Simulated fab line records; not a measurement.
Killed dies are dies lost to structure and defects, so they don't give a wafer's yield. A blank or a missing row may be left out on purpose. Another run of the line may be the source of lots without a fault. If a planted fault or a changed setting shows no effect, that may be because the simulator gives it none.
A lot that was struck, set against a sound lot -- flow sky130 -- 17 steps out of a route of 708
Sound: wafers L144.1, L144.2, L144.5. Wafers struck: L163.3, L163.4, L163.5. The cause is named last.
At each step with rows: each side's tool, then ch and its chambers, then its first start. Under that, the readings that differ: sound wafers -- struck wafers -- difference of the means -- sigmas: that difference in standard deviations of wafers without a fault.
alike: same words and numbers on both sides, and readings whose means sit less than 2 such deviations apart. not compared: any withheld reading, any reading some wafer has no value for, any bound like >300 that may hide the same value, and any number with overlapping values for which the record gives no deviation.
A row with sigmas, a row that says differs or no value, or rows on one side alone: a step with any of these is where the two part. Non-overlapping numbers with no deviation appear without sigmas and do not part them. Lack of a reading on every wafer of one side parts them only where that side has two or more wafers.

first, 5 steps without rows for these wafers: SKY_SD_N_COAT_02 (resist thk 1140 nm); SKY_SD_N_SOFTBAKE_03 (time 60 s); SKY_SD_N_EXPOSE_04 (exposes mask NSDM, target cd 380 nm); SKY_SD_N_PEB_05; SKY_SD_N_DEVELOP_06 (develop time 60 s).
SKY_SD_N_CD_MEAS_07: the cd target is 380 nm.
  sound on cd_sem-02, day 28 23:37; struck on cd_sem-02, day 34 13:17
  alike: cd_nm
SKY_SD_N_OVL_MEAS_08:
  sound on overlay-01, day 28 23:44; struck on overlay-02, day 34 13:23
  alike: SD_N_OVL
then, 2 steps without rows for these wafers: SKY_SD_N_IMPLANT_09; SKY_SD_N_IMPLANT_10.
SKY_SD_N_STRIP_11: strips in O2/N2.
  sound on plasma_asher-03 ch 0,1, day 29 00:05; struck on plasma_asher-02 ch 0,1, day 34 13:44
  alike: drypump_motor_current_A, n2_flow_sccm, oes_product_au, strip_time_to_endpoint_s
  not compared: rf_hours_counter_h
SKY_SD_N_TW_MEAS_12:
  sound on film_metro-04, day 29 00:11; struck on film_metro-03, day 34 13:50
  alike: SD_N_TW
then, 1 step without rows for these wafers: SKY_SD_N_CLEAN_13 (cleans in SC1/SC2, time 150 s).
SKY_SD_N_RTA_14: time 2 s.
  sound on rtp_anneal-02 ch 0, day 29 00:17; struck on rtp_anneal-01 ch 0, day 34 13:56
reading,sound,struck,difference,sigmas
lamp_power_pct (%),15.68 15.82 15.78,15.25 15.25 15.19,-0.53,-9
ramp_up_c_per_s,150.03 150.05 150.02,149.95 149.93 150.02,-0.07,-2
  alike: wafer_temp_C_max
SKY_SD_N_RS_MEAS_16: a four-point-probe measurement.
  sound on film_metro-03, day 29 00:28; struck on film_metro-02, day 34 14:29
reading,sound,struck,difference,sigmas
SD_N_RS (ohm/sq),68.42 68.59 68.68,70.80 70.81 70.73,+2.22,+20
  not compared: hold
SKY_SD_N_RS_MEAS_17: a four-point-probe measurement.
  sound on film_metro-03, day 29 00:35; struck on film_metro-02, day 34 15:54
reading,sound,struck,difference,sigmas
SD_P_RS (ohm/sq),147.1 147.2 147.4,159.6 159.6 160.3,+12.6,+34
  not compared: hold
SKY_SD_N_RS_MEAS_18: a four-point-probe measurement.
  sound on film_metro-03, day 29 00:42; struck on film_metro-02, day 34 22:32
reading,sound,struck,difference,sigmas
hold,- - -,await_dispo/6.5h/release await_dispo/6.5h/release await_dispo/6.5h/release,no value on the sound wafers,
  alike: RES_XHIGH_RS
-- record jumps: 15 days separate the struck wafers' starts on either side; left off in module SD_N, taken up again in module PAD_OPEN, whose first shown step is the route's number 708 --
SKY_PAD_OPEN_PROBE_99:
  sound on prober-02, day 46 15:33; struck on prober-01, day 50 08:05
reading,sound,struck,difference,sigmas
model.etest.res_xhigh_po.line_ohm_um,5660 5636 5696,6348 6382 6084,+607,
model.etest.res_xhigh_po.rs_ohm_sq,2008 1998 1983,2190 2211 2108,+173,
model.etest.pfet_01v8.r_on_ohm_um,2904 2908 2829,3082 3022 3083,+182,
model.etest.res_pdiff.line_ohm_um,1344 1368 1343,1519 1476 1511,+150,
model.etest.res_high_po.line_ohm_um,753.9 732 749.4,813.5 816.7 801.1,+65.3,
model.etest.licon_high_po.rc_ohm,339 355.6 341.8,421 421 404.5,+70,
model.etest.licon_pdiff.rc_ohm,595.4 556.3 569.2,632.2 605 628.6,+48.3,
model.etest.res_high_po.rs_ohm_sq,263.5 256.4 259,283.3 282.7 277.6,+21.6,
  alike: killed_at_M0_to_M3, killed_at_M4_up, killed_at_contacts, killed_at_front_end, killed_at_other, killed_dies, killed_open, killed_short

## WHERE THEY PART
At SKY_SD_N_RTA_14 first; at SKY_SD_N_RS_MEAS_18 last (within this record only). Later steps at which nothing parts them and some readings are alike: SKY_PAD_OPEN_PROBE_99.

WHY: whatever the simulator had introduced
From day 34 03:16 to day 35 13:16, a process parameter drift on rtp_anneal-01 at SKY_SD_N_RTA_14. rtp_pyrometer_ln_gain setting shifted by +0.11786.
